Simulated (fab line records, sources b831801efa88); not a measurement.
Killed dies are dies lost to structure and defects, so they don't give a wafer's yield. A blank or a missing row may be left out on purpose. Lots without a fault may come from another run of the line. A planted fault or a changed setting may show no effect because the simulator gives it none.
One fault seen from 2 desks | flow sky130 | each desk has only its own numbers; what lay behind them comes last

THE METROLOGY DESK
What the gauges read, lot by lot, whatever tool the lot ran on: means of the sampled wafers that have a number. A lot is out of limits, marked OUT, if its mean lies more than 4 standard deviations from the usual mean; the brackets give that distance.
Columns: A = VT_ADJUST_LVTN_OVL at SKY_VT_ADJUST_LVTN_OVL_MEAS_07, usual 0.0 nm; B = VT_ADJUST_HVTR_OVL at SKY_VT_ADJUST_HVTR_OVL_MEAS_08, usual 0.3 nm; C = SONOS_ONO_CVD_02_THK at SKY_SONOS_ONO_THK_MEAS_03, usual 10.41 nm; D = SONOS_ONO_OVL at SKY_SONOS_ONO_OVL_MEAS_14, usual 0.4 nm
lot  | first seen here | A    | B    | C               | D
L721 | day 7 07:41     | -0.1 | 1.2  | 10.41           | -0.7
L722 | day 7 14:46     | 0.2  | 0.7  | 10.48           | -0.7
L723 | day 7 17:09     | -0.2 | 1.2  | 10.37           | 1.9
L724 | day 7 23:56     | -0.0 | 1.7  | 10.43           | 1.9
L725 | day 8 03:38     | 0.8  | 1.3  | 10.44           | 0.2
L726 | day 8 07:02     | 1.0  | 0.5  | 10.44           | 1.7
L727 | day 8 13:30     | 0.4  | -1.0 | 10.46           | -0.7
L728 | day 8 22:21     | -0.4 | 2.2  | 10.44           | -2.5
L732 | day 9 22:52     | 1.7  | 0.2  | 10.28           | 0.7
L734 | day 10 19:20    | 0.5  | 1.3  | 18.17 (+71) OUT | 1.1
L743 | day 13 05:31    | 1.6  | 0.1  | 10.44           | -0.6
L744 | day 13 10:50    | 0.9  | 1.1  | 10.57           | -1.1
This desk's finding: out of limits on L734; first on L734, day 16 12:55 (SONOS_ONO_CVD_02_THK at SKY_SONOS_ONO_THK_MEAS_03). In limits: L721, L722, L723, L724, L725, L726, L727, L728, L732, L743, L744.

THE TOOL OWNER'S DESK: lpcvd-02
The tool's own readings at SKY_SONOS_ONO_CVD_02 (deposits Si3N4 from DCS/NH3, target thk 10.5 nm, time 180 s): means of the sampled wafers that have a number, for each lot that ran on this tool. A lot is out of limits, marked OUT, if its mean lies more than 4 standard deviations from the usual mean; the brackets give that distance.
Columns: A = spike_tc_bottom_C at SKY_SONOS_ONO_CVD_02, usual 785.7 C; B = spike_tc_centre_C at SKY_SONOS_ONO_CVD_02, usual 770.0 C; C = spike_tc_lower_C at SKY_SONOS_ONO_CVD_02, usual 771.2 C; D = spike_tc_top_C at SKY_SONOS_ONO_CVD_02, usual 782.8 C; E = spike_tc_upper_C at SKY_SONOS_ONO_CVD_02, usual 769.0 C; F = susceptor_temp_C at SKY_SONOS_ONO_CVD_02, usual 770.0 C; G = zone_power_centre_pct at SKY_SONOS_ONO_CVD_02, usual 14.02 %
lot  | first seen here | A               | B               | C               | D               | E               | F               | G
L721 | day 12 07:25    | 788.3           | 769.3           | 771.8           | 780.4           | 771.6           | 770.0           | 14.08
L722 | day 12 15:50    | 783.5           | 770.7           | 771.9           | 783.7           | 768.2           | 770.1           | 13.99
L723 | day 12 16:53    | 787.9           | 769.7           | 770.7           | 781.9           | 770.9           | 770.4           | 14.14
L724 | day 13 01:50    | 783.1           | 771.6           | 770.7           | 784.3           | 767.6           | 770.3           | 13.92
L725 | day 13 05:40    | 788.6           | 770.3           | 771.6           | 782.1           | 770.5           | 770.4           | 14.06
L726 | day 13 13:32    | 785.1           | 770.6           | 771.6           | 783.3           | 768.1           | 770.2           | 14.09
L727 | day 13 19:26    | 784.5           | 769.5           | 770.5           | 784.3           | 767.7           | 770.0           | 13.87
L728 | day 14 06:58    | 783.9           | 770.5           | 770.7           | 784.3           | 768.7           | 770.2           | 13.74
L732 | day 15 10:20    | 783.4           | 771.0           | 770.6           | 783.7           | 768.8           | 770.2           | 14.07
L734 | day 16 11:52    | 818.6 (+14) OUT | 801.3 (+24) OUT | 803.3 (+32) OUT | 811.2 (+15) OUT | 802.8 (+19) OUT | 801.3 (+95) OUT | 15.19 (+7.3) OUT
L743 | day 19 07:50    | 787.3           | 768.7           | 770.8           | 780.3           | 770.0           | 770.1           | 14.27
L744 | day 19 11:04    | 786.4           | 769.0           | 771.8           | 781.0           | 771.0           | 769.6           | 13.96
This desk's finding: out of limits on L734; first on L734, day 16 11:52 (spike_tc_bottom_C at SKY_SONOS_ONO_CVD_02). In limits: L721, L722, L723, L724, L725, L726, L727, L728, L732, L743, L744.

PUT TOGETHER
The tool owner's desk could have raised an alarm at day 16 11:52, on L734.
The metrology desk could have raised an alarm at day 16 12:55, on L734.
Of the lots named, all ran SKY_SONOS_ONO_CVD_02 on lpcvd-02.

WHAT THE SIMULATOR HAD PUT IN
Process parameter drift: lpcvd-02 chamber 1, from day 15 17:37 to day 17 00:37, at SKY_SONOS_ONO_CVD_02. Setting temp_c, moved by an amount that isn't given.
Lots struck among those shown: L734.
Hours from the fault's start to each desk's first reading out of limits: the tool owner's desk, 18; the metrology desk, 19.
